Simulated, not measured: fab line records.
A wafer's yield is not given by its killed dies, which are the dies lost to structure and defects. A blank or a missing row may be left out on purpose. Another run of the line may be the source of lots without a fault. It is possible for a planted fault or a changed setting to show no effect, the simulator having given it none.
fab line records + flow sky130
[record]
- lots = 13
- wafers = 39
- last_day = 50
route steps=708 shown FIELD_ISO@13 LDD_HVN@277 PAD_OPEN@708
lots that met no fault: taken from a fault-free run of the same line
start_h: hours from the record's first day to the start of the lot's first wafer shown + wait_h: hours from the lot's prior step to this one + " same as the row above + L1.1+2: a single row standing in for several wafers + - either no value or no given start + * or withheld: withheld + < > ~ a bound
route shown NAME@n: names a module that has steps shown in the file, with the first one's number in the route + usual: mean/standard deviation of fault-free wafers + same: alike in all rows + chamber/n: place in a boat + sites: each site's reading + _std_site: the values' standard deviation + _edge_site: mean of outer sites minus mean of inner sites + radius_mm: how far each site lies from the wafer's centre + mask NAME#n: copy n + behind: the most recent tool/chamber to have shaped the wafer + hold: the reason the lot was held/the length of the hold in hours/how it ended + device: the n, p or np transistor that did not switch + end of line: the tests these same wafers got at the end of their route + a step given without rows: its recipe and nothing more + killed: dies lost to structure and defects at the first sort, not the wafer's yield + map: per-die view of a wafer (x killed, . not killed, _ where there is no die)
set.NAME: the setting the step ran with; set.NAME@STEP: the setting that earlier step ran with + model.NAME: the simulator's own value behind a step, which no gauge read
a sample of lots followed through the steps of the route, with each step as a table and each wafer as a row
services: from which hour (start_h, from the record's first day; less than 0 if before it) a tool's chamber was out of use, for how many hours, and why
[[steps]]
[step SKY_FIELD_ISO_DEVELOP_12]
[recipe]
- develop_time_s = 60
- resist = KrF-thick
- dev_temp_c = 21
[usual]
- developer_temp_C = 21.02/0.11
- exhaust_pa = 44.9/0.94
| lot.wafer | tool           | chamber | start_h | wait_h | developer_temp_C | exhaust_pa |
|-----------|----------------|---------|---------|--------|------------------|------------|
| L857.1    | litho_track-01 | 0       | 28      | -      | 21.14            | 44.6       |
| L857.4    | "              | 0       | "       | "      | 21.05            | 45.6       |
| L857.6    | "              | 0       | "       | "      | 21.20            | 45.0       |
| L858.2    | litho_track-01 | 0       | 34      | -      | 20.88            | 43.3       |
| L858.3    | "              | 0       | "       | "      | 20.84            | 45.4       |
| L858.6    | "              | 0       | "       | "      | 21.01            | 45.8       |
| L859.1    | litho_track-04 | 0       | 39      | -      | 21.07            | 44.5       |
| L859.3    | "              | 0       | "       | "      | 20.97            | 45.4       |
| L859.6    | "              | 0       | "       | "      | 21.02            | 45.7       |
| L861.3    | litho_track-04 | 0       | 50      | -      | 20.85            | 44.9       |
| L861.4    | "              | 0       | "       | "      | 20.88            | 45.7       |
| L861.6    | "              | 0       | "       | "      | 20.85            | 44.5       |
| L862.1    | litho_track-01 | 0       | 54      | -      | 20.95            | 44.5       |
| L862.3    | "              | 0       | "       | "      | 21.02            | 45.9       |
| L862.4    | "              | 0       | 55      | -      | 21.02            | 45.3       |
| L863.2    | litho_track-04 | 0       | 61      | -      | 21.25            | 46.3       |
| L863.3    | "              | 0       | "       | "      | 21.05            | 45.7       |
| L863.4    | "              | 0       | "       | "      | 21.09            | 45.7       |
| L865.1    | litho_track-01 | 0       | 70      | -      | 21.08            | 46.3       |
| L865.2    | "              | 0       | "       | "      | 21.04            | 45.5       |
| L865.4    | "              | 0       | 71      | -      | 21.00            | 44.2       |
| L868.1    | litho_track-01 | 0       | 89      | -      | 20.29            | 44.3       |
| L868.3    | "              | 0       | "       | "      | 20.09            | 44.6       |
| L868.4    | "              | 0       | "       | "      | 20.02            | 43.9       |
| L869.4    | litho_track-01 | 0       | 95      | -      | 20.35            | 44.5       |
| L869.5    | "              | 0       | "       | "      | 20.16            | 44.2       |
| L869.6    | "              | 0       | "       | "      | 20.31            | 44.1       |
| L872.2    | litho_track-04 | 0       | 107     | -      | 20.94            | 44.9       |
| L872.4    | "              | 0       | "       | "      | 21.03            | 45.1       |
| L872.5    | "              | 0       | "       | "      | 20.92            | 43.2       |
| L876.1    | litho_track-04 | 0       | 128     | -      | 20.91            | 44.0       |
| L876.2    | "              | 0       | "       | "      | 20.85            | 44.1       |
| L876.4    | "              | 0       | "       | "      | 20.91            | 45.5       |
| L877.1    | litho_track-02 | 0       | 131     | -      | 21.07            | 45.3       |
| L877.2    | "              | 0       | "       | "      | 21.08            | 44.6       |
| L877.4    | "              | 0       | "       | "      | 21.06            | 44.6       |
| L880.1    | litho_track-02 | 0       | 148     | -      | 20.83            | 44.6       |
| L880.3    | "              | 0       | "       | "      | 20.99            | 47.3       |
| L880.6    | "              | 0       | "       | "      | 21.14            | 45.4       |
[step SKY_FIELD_ISO_CD_MEAS_13]
[recipe]
- target_cd_nm = 150
[usual]
- cd_nm = 149.8/1.5
| lot.wafer | tool      | chamber | start_h | wait_h | cd_nm |
|-----------|-----------|---------|---------|--------|-------|
| L857.1    | cd_sem-01 | -       | 28.39   | -      | 148.4 |
| L857.4    | "         | -       | "       | "      | 150.4 |
| L857.6    | "         | -       | "       | "      | 149.9 |
| L858.2    | cd_sem-02 | -       | 34.86   | -      | 149.1 |
| L858.3    | "         | -       | "       | "      | 149.3 |
| L858.6    | "         | -       | "       | "      | 147.9 |
| L859.1    | cd_sem-02 | -       | 39.87   | -      | 149.7 |
| L859.3    | "         | -       | "       | "      | 147.6 |
| L859.6    | "         | -       | "       | "      | 148.1 |
| L861.3    | cd_sem-02 | -       | 50.81   | -      | 152.9 |
| L861.4    | "         | -       | "       | "      | 152.3 |
| L861.6    | "         | -       | "       | "      | 151.8 |
| L862.1    | cd_sem-01 | -       | 55.09   | -      | 152.1 |
| L862.3    | "         | -       | "       | "      | 151.2 |
| L862.4    | "         | -       | "       | "      | 150.9 |
| L863.2    | cd_sem-02 | -       | 61.74   | -      | 147.1 |
| L863.3    | "         | -       | "       | "      | 149.1 |
| L863.4    | "         | -       | "       | "      | 148.5 |
| L865.1    | cd_sem-02 | -       | 71.09   | -      | 149.7 |
| L865.2    | "         | -       | "       | "      | 151.5 |
| L865.4    | "         | -       | "       | "      | 149.5 |
| L868.1    | cd_sem-01 | -       | 89.29   | -      | 148.9 |
| L868.3    | "         | -       | "       | "      | 149.0 |
| L868.4    | "         | -       | "       | "      | 149.5 |
| L869.4    | cd_sem-02 | -       | 95.90   | -      | 149.2 |
| L869.5    | "         | -       | "       | "      | 151.8 |
| L869.6    | "         | -       | "       | "      | 149.7 |
| L872.2    | cd_sem-02 | -       | 107.74  | -      | 149.3 |
| L872.4    | "         | -       | "       | "      | 148.6 |
| L872.5    | "         | -       | "       | "      | 148.8 |
| L876.1    | cd_sem-02 | -       | 128.42  | -      | 149.0 |
| L876.2    | "         | -       | "       | "      | 149.6 |
| L876.4    | "         | -       | "       | "      | 150.1 |
| L877.1    | cd_sem-02 | -       | 132.02  | -      | 151.7 |
| L877.2    | "         | -       | "       | "      | 151.6 |
| L877.4    | "         | -       | "       | "      | 153.3 |
| L880.1    | cd_sem-02 | -       | 148.17  | -      | 149.9 |
| L880.3    | "         | -       | "       | "      | 151.2 |
| L880.6    | "         | -       | "       | "      | 150.6 |
[step SKY_FIELD_ISO_ETCH_17]
[recipe]
- target_depth_a = 3420
- mask_material = Si3N4
- chemistry = HBr/Cl2/O2
- target = Si
- taper_deg = 5
- icp_w = 600
- bias_w = 150
- pressure_mtorr = 15
- HBr_flow_sccm = 150
- Cl2_flow_sccm = 40
- O2_flow_sccm = 6
- time_s = 97.7
[usual]
- bias_w = 150.1/0.43
- drypump_motor_current_A = 5.6/0.48
- oes_product_au = 0.999/0.01
- throttle_valve_pct = 25.656/0.011
| lot.wafer | tool      | chamber | start_h | wait_h | bias_w | drypump_motor_current_A | oes_product_au | rf_hours_counter_h | throttle_valve_pct |
|-----------|-----------|---------|---------|--------|--------|-------------------------|----------------|--------------------|--------------------|
| L857.1    | rie_si-02 | 2       | 28.71   | 0.1    | 150.6  | 5.5                     | 0.984          | 101                | 25.660             |
| L857.4    | "         | 1       | "       | "      | 150.2  | 6.3                     | 1.010          | 81                 | 25.646             |
| L857.6    | "         | 1       | "       | "      | 149.8  | 6.2                     | 1.015          | -                  | 25.653             |
| L858.2    | rie_si-01 | 3       | 35.16   | 0.1    | 150.1  | 5.8                     | 0.995          | 3                  | 25.656             |
| L858.3    | "         | 0       | "       | "      | 149.6  | 5.2                     | 0.988          | 97                 | 25.645             |
| L858.6    | "         | 0       | "       | "      | 149.6  | 5.2                     | 0.997          | -                  | 25.670             |
| L859.1    | rie_si-01 | 0       | 40.19   | 0.1    | 149.8  | 5.1                     | 1.000          | 97                 | 25.653             |
| L859.3    | "         | 1       | "       | "      | 150.0  | 5.8                     | 0.985          | 10                 | 25.662             |
| L859.6    | "         | 3       | "       | "      | 150.3  | 5.8                     | 1.008          | -                  | 25.653             |
| L861.3    | rie_si-01 | 1       | 51.09   | 0.0    | 150.5  | 5.8                     | 1.000          | 10                 | 25.672             |
| L861.4    | "         | 3       | "       | "      | 150.4  | 5.9                     | 1.011          | 3                  | 25.657             |
| L861.6    | "         | 0       | "       | "      | 150.1  | 5.2                     | 1.003          | -                  | 25.644             |
| L862.1    | rie_si-01 | 2       | 55.41   | 0.1    | 150.3  | 5.0                     | 1.010          | 117                | 25.634             |
| L862.3    | "         | 1       | "       | "      | 150.0  | 5.8                     | 0.997          | 10                 | 25.668             |
| L862.4    | "         | 3       | "       | "      | 150.0  | 5.9                     | 0.997          | 3                  | 25.671             |
| L863.2    | rie_si-02 | 3       | 62.04   | 0.1    | 149.8  | 6.6                     | 1.010          | 0                  | 25.649             |
| L863.3    | "         | 1       | "       | "      | 150.0  | 6.3                     | 1.003          | 82                 | 25.652             |
| L863.4    | "         | 0       | "       | "      | 150.6  | 5.4                     | 1.005          | 71                 | 25.648             |
| L865.1    | rie_si-01 | 2       | 71.41   | 0.1    | 150.5  | 5.0                     | 1.009          | 117                | 25.659             |
| L865.2    | "         | 1       | "       | "      | 150.1  | 5.8                     | 0.988          | 11                 | 25.672             |
| L865.4    | "         | 3       | "       | "      | 149.4  | 5.9                     | 1.005          | 3                  | 25.654             |
| L868.1    | rie_si-02 | 2       | 89.61   | 0.1    | 149.5  | 5.5                     | 0.994          | 101                | 25.634             |
| L868.3    | "         | 0       | "       | "      | 150.8  | 5.4                     | 0.993          | 72                 | 25.655             |
| L868.4    | "         | 3       | "       | "      | 149.7  | 6.5                     | 1.001          | 1                  | 25.663             |
| L869.4    | rie_si-01 | 0       | 96.16   | 0.0    | 149.7  | 5.1                     | 1.009          | 98                 | 25.671             |
| L869.5    | "         | 1       | "       | "      | 149.6  | 5.8                     | 0.979          | -                  | 25.661             |
| L869.6    | "         | 2       | "       | "      | 151.0  | 5.0                     | 1.012          | -                  | 25.630             |
| L872.2    | rie_si-01 | 1       | 108.04  | 0.1    | 150.7  | 5.7                     | 0.988          | 11                 | 25.679             |
| L872.4    | "         | 2       | "       | "      | 150.0  | 5.0                     | 1.004          | 117                | 25.638             |
| L872.5    | "         | 2       | "       | "      | 150.0  | 5.0                     | 1.007          | -                  | 25.646             |
| L876.1    | rie_si-02 | 1       | 128.74  | 0.1    | 149.7  | 6.2                     | 1.001          | 82                 | 25.657             |
| L876.2    | "         | 3       | "       | "      | 149.6  | 6.5                     | 0.993          | 1                  | 25.667             |
| L876.4    | "         | 0       | "       | "      | 150.7  | 5.4                     | 1.001          | 72                 | 25.650             |
| L877.1    | rie_si-01 | 3       | 132.34  | 0.1    | 150.2  | 5.8                     | 1.003          | 4                  | 25.671             |
| L877.2    | "         | 0       | "       | "      | 149.6  | 5.1                     | 0.988          | 98                 | 25.669             |
| L877.4    | "         | 1       | "       | "      | 150.6  | 5.8                     | 0.991          | 11                 | 25.650             |
| L880.1    | rie_si-02 | 3       | 148.49  | 0.1    | 150.5  | 6.5                     | 1.002          | 1                  | 25.658             |
| L880.3    | "         | 1       | "       | "      | 150.4  | 6.2                     | 0.994          | 83                 | 25.639             |
| L880.6    | "         | 0       | "       | "      | 149.4  | 5.4                     | 0.994          | -                  | 25.662             |
[step SKY_LDD_HVN_TW_MEAS_10]
[usual]
- LDD_HVN_TW = 1433/19
| lot.wafer | tool          | chamber | start_h | wait_h | LDD_HVN_TW |
|-----------|---------------|---------|---------|--------|------------|
| L857.1    | film_metro-04 | -       | 454.06  | 0.1    | 1456       |
| L857.4    | "             | -       | "       | "      | 1458       |
| L857.6    | "             | -       | "       | "      | 1464       |
| L858.2    | film_metro-01 | -       | 472.28  | 0.1    | 1435       |
| L858.3    | "             | -       | "       | "      | 1437       |
| L858.6    | "             | -       | "       | "      | 1436       |
| L859.1    | film_metro-02 | -       | 486.76  | 0.1    | 1420       |
| L859.3    | "             | -       | "       | "      | 1412       |
| L859.6    | "             | -       | "       | "      | 1415       |
| L861.3    | film_metro-04 | -       | 502.23  | 0.1    | 1444       |
| L861.4    | "             | -       | "       | "      | 1449       |
| L861.6    | "             | -       | "       | "      | 1453       |
| L862.1    | film_metro-04 | -       | 512.61  | 0.1    | 1451       |
| L862.3    | "             | -       | "       | "      | 1451       |
| L862.4    | "             | -       | "       | "      | 1461       |
| L863.2    | film_metro-02 | -       | 521.59  | 0.1    | 1410       |
| L863.3    | "             | -       | "       | "      | 1413       |
| L863.4    | "             | -       | "       | "      | 1417       |
| L865.1    | film_metro-04 | -       | 540.52  | 0.1    | 1455       |
| L865.2    | "             | -       | "       | "      | 1450       |
| L865.4    | "             | -       | "       | "      | 1454       |
| L868.1    | film_metro-04 | -       | 567.26  | 0.1    | 1461       |
| L868.3    | "             | -       | "       | "      | 1454       |
| L868.4    | "             | -       | "       | "      | 1455       |
| L869.4    | film_metro-02 | -       | 576.48  | 0.1    | 1418       |
| L869.5    | "             | -       | "       | "      | 1419       |
| L869.6    | "             | -       | "       | "      | 1413       |
| L872.2    | film_metro-01 | -       | 603.08  | 0.1    | 1432       |
| L872.4    | "             | -       | "       | "      | 1439       |
| L872.5    | "             | -       | "       | "      | 1430       |
| L876.1    | film_metro-02 | -       | 627.02  | 0.1    | 1411       |
| L876.2    | "             | -       | "       | "      | 1411       |
| L876.4    | "             | -       | "       | "      | 1405       |
| L877.1    | film_metro-04 | -       | 636.05  | 0.1    | 1462       |
| L877.2    | "             | -       | "       | "      | 1458       |
| L877.4    | "             | -       | "       | "      | 1464       |
| L880.1    | film_metro-02 | -       | 657.87  | 0.1    | 1411       |
| L880.3    | "             | -       | "       | "      | 1410       |
| L880.6    | "             | -       | "       | "      | 1411       |
[step SKY_PAD_OPEN_PROBE_99]
[usual]
- killed_at_M0_to_M3 = 45/7.1
- killed_at_M4_up = 3.0/1.8
- killed_at_contacts = 24/5.4
- killed_at_front_end = 16/4.9
- killed_at_other = 0.3/0.63
- killed_dies = 88/11
- killed_open = 47/7.4
- killed_short = 40/7
[same]
- gross_dies = 492
- killed_at_back_side = 0
| lot.wafer | tool      | chamber | start_h | wait_h | killed_at_M0_to_M3 | killed_at_M4_up | killed_at_contacts | killed_at_front_end | killed_at_other | killed_dies | killed_open | killed_short |
|-----------|-----------|---------|---------|--------|--------------------|-----------------|--------------------|---------------------|-----------------|-------------|-------------|--------------|
| L868.1    | prober-02 | -       | 1141.84 | 0.1    | 41                 | 2               | 27                 | 13                  | 0               | 83          | 51          | 32           |
| L869.5    | prober-01 | -       | 1150.55 | 0.2    | 38                 | 5               | 23                 | 12                  | 0               | 78          | 34          | 44           |
| L869.6    | prober-01 | -       | 1150.60 | 0.2    | 41                 | 0               | 22                 | 14                  | 0               | 77          | 51          | 26           |
// killed by level:class
L868.1 CONTACT:geometric_particle:open=12 VIA1:geometric_particle:open=8 LI_CONTACT:geometric_particle:open=7 VIA1:geometric_particle:short=6 METAL2:geometric_particle:short=6 VIA3:geometric_particle:open=6 VIA2:geometric_particle:open=4 METAL1:geometric_particle:short=4
L869.5 VIA1:geometric_particle:open=7 CONTACT:geometric_particle:open=6 VIA2:geometric_particle:open=6 VIA2:geometric_particle:short=5 POLY_GATE:geometric_particle:short=5 LI_CONTACT:geometric_particle:open=5 LI_CONTACT:geometric_particle:short=5 METAL2:geometric_particle:short=5
L869.6 CONTACT:geometric_particle:open=11 VIA3:geometric_particle:open=8 VIA2:geometric_particle:open=8 VIA1:geometric_particle:open=7 POLY_GATE:geometric_particle:open=5 LI_CONTACT:geometric_particle:open=5 VIA1:geometric_particle:short=5 METAL3:geometric_particle:short=5
[[services]]
| tool      | chamber | start_h | hours | kind   |
|-----------|---------|---------|-------|--------|
| rie_si-02 | 2       | 26.95   | 1.3   | repair |
| rie_si-01 | 2       | 27.09   | 3.9   | repair |
| rie_si-02 | 2       | 102.75  | 8.3   | repair |
[[key]]
[first_sign]
- step = SKY_FIELD_ISO_DEVELOP_12
- reading = developer_temp_C
- direction = down
- sigmas = 7.5
- usual = *
- struck = *
effect none on later readings
met_at SKY_FIELD_ISO_DEVELOP_12
struck_lots L868,L869
tester_left_out L868,L869
not_acting_at SKY_FIELD_ISO_CD_MEAS_13,SKY_FIELD_ISO_ETCH_17,SKY_LDD_HVN_TW_MEAS_10
onset_between 70 89
[fault]
- kind = process_parameter_drift
- tool = litho_track-01
- chamber = -
- onset_h = 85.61
- steps = SKY_FIELD_ISO_DEVELOP_12
- channel = dev_temp_c
- offset = *
- shape = step
- end_h = 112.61
- acts_in = *
- stated = *
// tester_left_out: of these lots the tester's yield and bins aren't shown, on N5 and GAA mostly nor the transistor test; their killed dies are dies lost to structure and defects alone, not to doping, threshold or leakage, so they don't give the yield
